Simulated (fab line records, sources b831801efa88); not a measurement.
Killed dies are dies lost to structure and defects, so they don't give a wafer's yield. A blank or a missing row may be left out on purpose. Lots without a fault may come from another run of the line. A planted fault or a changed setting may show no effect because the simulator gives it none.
Problem report in the 8D (eight disciplines) form, filled by code | flow sfq_line | the parts of the form that need people (team, actions taken, sign-off) are left out

1. THE PROBLEM
M3_NB_RS at SFQ_M3_RS_MEAS_919 reads a mean of 1.132 ohm/sq on 2 wafers of 2 lots; wafers without a fault read 0.892 ohm/sq with a standard deviation of 0.011. That is +22 standard deviations from the usual mean.
The step: measures by four-point-probe.
First seen on wafer L994.3, day 32 07:16, on film_metro-02. The record holds 41 wafers of 14 lots with a number at this step. Rule for "out", or "out of limits": more than 4 standard deviations from the usual mean. The other wafers with a number count as sound.

2. WHAT IT IS AND WHAT IT IS NOT
question                    | is                           | is not
which readings at this step | M3_NB_RS                     | -
which lots                  | L994, L997                   | L100, L102, L104, L105, L982, L983, L984, L986, L988, L989, L995, L999
which wafers of those lots  | L994.3, L997.3               | L994.6, L997.1, L997.5
read on which gauges        | film_metro-02, film_metro-03 | film_metro-01
when                        | from day 32 07:16            | up to then (19 sound wafers); but 20 sound wafers of L100, L102, L104, L105, L995, L997, L999 came after

3. SUSPECTS, AND WHAT RULES EACH OUT
Counting: a tool at a process step up to the reading stays a suspect if it ran every lot that is out. Sound lots after the first of them don't rule it out here, since some wafers of a struck lot are sound.
- the gauge at SFQ_M3_RS_MEAS_919: ruled out. The wafers that are out were read on 2 gauges (film_metro-02, film_metro-03).
- rie_diel-04 at SFQ_TRILAYER_I0_VIA_BARC_OPEN_VIA_ETCH_046 (etches BARC in O2, target depth 125 nm, time 41.7 s): kept. It ran every lot that is out, first L994 (day 13 20:23); its last sound lot up to then is L989 (day 12 14:23).
- rie_metal-04 at SFQ_TRILAYER_I0_VIA_STRIP_STRIP_035 (strips in O2): kept. It ran every lot that is out, first L994 (day 13 20:44); its last sound lot up to then is L989 (day 12 14:32).
- pvd_sputter-06 at SFQ_TRILAYER_M3_DEP_SPUTTER_073 (material Nb, target thk 200 nm, time 133.3 s): kept. It ran every lot that is out, first L994 (day 32 07:08); its last sound lot up to then is L989 (day 31 20:20).
Left after counting: rie_diel-04 at SFQ_TRILAYER_I0_VIA_BARC_OPEN_VIA_ETCH_046, rie_metal-04 at SFQ_TRILAYER_I0_VIA_STRIP_STRIP_035, pvd_sputter-06 at SFQ_TRILAYER_M3_DEP_SPUTTER_073.

4. THE CAUSE (what the simulator had put in)
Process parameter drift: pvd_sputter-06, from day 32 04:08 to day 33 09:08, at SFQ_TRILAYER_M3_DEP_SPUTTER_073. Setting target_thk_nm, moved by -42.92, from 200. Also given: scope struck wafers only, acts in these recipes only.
Counting left 3 suspects, and this tool is among them.

5. THE CHAIN OF EFFECTS, in route order
Each row: a reading whose mean over the struck wafers that have a number lies more than 3 standard deviations from the usual. Only readings for which the record gives a usual standard deviation are gone through. hours: the time from each lot's start at the first step in this table that gives one to its start at this step, as a median over the lots. sigmas: the change in usual standard deviations.
hours | step                                | reading        | usual        | on struck wafers | change | sigmas
0     | SFQ_M3_RS_MEAS_919                  | M3_NB_RS       | 0.892 ohm/sq | 1.132            | +0.240 | +22
149   | SFQ_TRILAYER_M3_ETCH_METAL_ETCH_078 | oes_product_au | 0.893 a.u.   | 0.785            | -0.108 | -15
The process steps in it:
- SFQ_TRILAYER_M3_ETCH_METAL_ETCH_078: etches Nb in Cl2/Ar, stops on SiO2, target depth 240 nm, time 120 s.

6. WHAT WOULD HAVE CAUGHT IT SOONER
In this record the first reading out of limits at a measuring or inspecting step was taken at day 32 07:16, 3 hours after the fault began at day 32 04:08.
Of the tool readings at SFQ_TRILAYER_M3_DEP_SPUTTER_073 for which the record gives a usual standard deviation, none was out on any struck wafer, so an alarm limit of 4 standard deviations on them would not have fired.
Of the lots that are out (2), L997 began SFQ_TRILAYER_M3_DEP_SPUTTER_073 on pvd_sputter-06 after day 32 07:16. A hold on the tool at that time would have spared it.
